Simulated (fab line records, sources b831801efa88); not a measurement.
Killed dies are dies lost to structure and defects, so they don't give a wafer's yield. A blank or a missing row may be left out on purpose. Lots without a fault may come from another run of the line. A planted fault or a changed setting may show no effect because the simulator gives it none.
A struck lot beside a sound one | flow sky130 | 15 steps out of a route of 708
Sound: wafers L327.3, L327.4, L327.6. Struck: wafer L339.1. (L339.3, L339.4 of the same lot were not struck and are left out.) The cause comes at the end.
At each step with rows: each side's tool, then ch and its chambers, then its first start. Under that, the readings that differ: sound wafers | struck wafers | difference of the means | sigmas: that difference in standard deviations of wafers without a fault.
alike: readings whose means differ by less than 2 such deviations, and words and numbers that are the same on both sides. not compared: withheld readings, readings that some wafer has no value for, bounds like >300 that may hide the same value, and numbers for which the record gives no deviation and whose values overlap.
The two part at a step that has a row with sigmas, a row that says differs or no value, or rows on one side only. Numbers that don't overlap but have no deviation are shown without sigmas and don't part them. A reading that every wafer of one side lacks parts them only if that side has two wafers or more.

first, 4 steps without rows for these wafers: SKY_VIA1_SOFTBAKE_08 (time 90 s); SKY_VIA1_EXPOSE_09 (exposes mask VIM, target cd 150 nm); SKY_VIA1_PEB_10; SKY_VIA1_DEVELOP_11 (develop time 60 s).
SKY_VIA1_CD_MEAS_12: target cd 150 nm.
  sound on cd_sem-01, day 34 21:28; struck on cd_sem-02, day 39 02:01
  alike: cd_nm
SKY_VIA1_OVL_MEAS_13:
  sound on overlay-01, day 34 21:33; struck on overlay-02, day 39 02:08
  reading       | sound       | struck | difference | sigmas
  VIA1_OVL (nm) | -11 -16 -14 | 4      | +18        | +3
SKY_VIA1_ETCH_14: etches BARC in N2/H2, stops on SiO2, time 45.9 s, target depth 60 nm.
  sound on rie_diel-01 ch 0,3, day 34 21:35; struck on rie_diel-01 ch 2, day 39 02:11
  reading                | sound                | struck | difference | sigmas
  throttle_valve_pct (%) | 13.218 13.234 13.211 | 13.239 | +0.018     | +2
  alike: bias_w, chamber_pressure_mTorr, drypump_motor_current_A, oes_product_au
  not compared: rf_hours_counter_h
SKY_VIA1_ETCH_15: etches SiO2 in C4F8/O2/Ar, stops on TiN, target depth 351 nm, time 54 s.
  sound on rie_diel-01 ch 0,3, day 34 21:37; struck on rie_diel-01 ch 2, day 39 02:13
  alike: bias_w, chamber_pressure_mTorr, oes_product_au
  not compared: rf_hours_counter_h
SKY_VIA1_STRIP_16: strips in O2/N2.
  sound on plasma_asher-02 ch 0,1, day 34 21:42; struck on plasma_asher-02 ch 1, day 39 02:16
  reading                | sound | struck | difference                   | sigmas
  rf_hours_counter_h (h) | - - - | 50     | no value on the sound wafers |
  alike: chamber_pressure_mTorr, drypump_motor_current_A, oes_product_au, strip_time_to_endpoint_s
then, 3 steps without rows for these wafers: SKY_VIA1_STRIP_17 (strips in post etch residue remover, time 1200 s); SKY_VIA1_CLEAN_18 (cleans in IPA, time 180 s); SKY_VIA1_CLEAN_19 (cleans in O3/DIW).
SKY_VIA1_SPUTTER_20: material TiN, target thk 20 nm, time 80 s.
  sound on pvd_sputter-04, day 34 22:18; struck on pvd_sputter-02, day 39 02:52
  reading                                  | sound            | struck | difference | sigmas
  model.TiN_of_VIA1_SPUTTER_20.thk_nm (nm) | 19.6 19.66 19.62 | 24.83  | +5.20      |
  alike: throttle_valve_pct
SKY_VIA1_CVD_21: deposits W, target thk 270 nm, time 80.902 s.
  sound on cvd_w-02 ch 0,1, day 34 22:23; struck on cvd_w-02 ch 0, day 39 02:55
  alike: heater_power_w
then, 1 step without rows for these wafers: SKY_PAD_OPEN_PROBE_99.

WHERE THEY PART
First at SKY_VIA1_OVL_MEAS_13; last, within this record, at SKY_VIA1_STRIP_16. Later steps at which nothing parts them and some readings are alike: SKY_VIA1_SPUTTER_20, SKY_VIA1_CVD_21.

WHY: what the simulator had put in
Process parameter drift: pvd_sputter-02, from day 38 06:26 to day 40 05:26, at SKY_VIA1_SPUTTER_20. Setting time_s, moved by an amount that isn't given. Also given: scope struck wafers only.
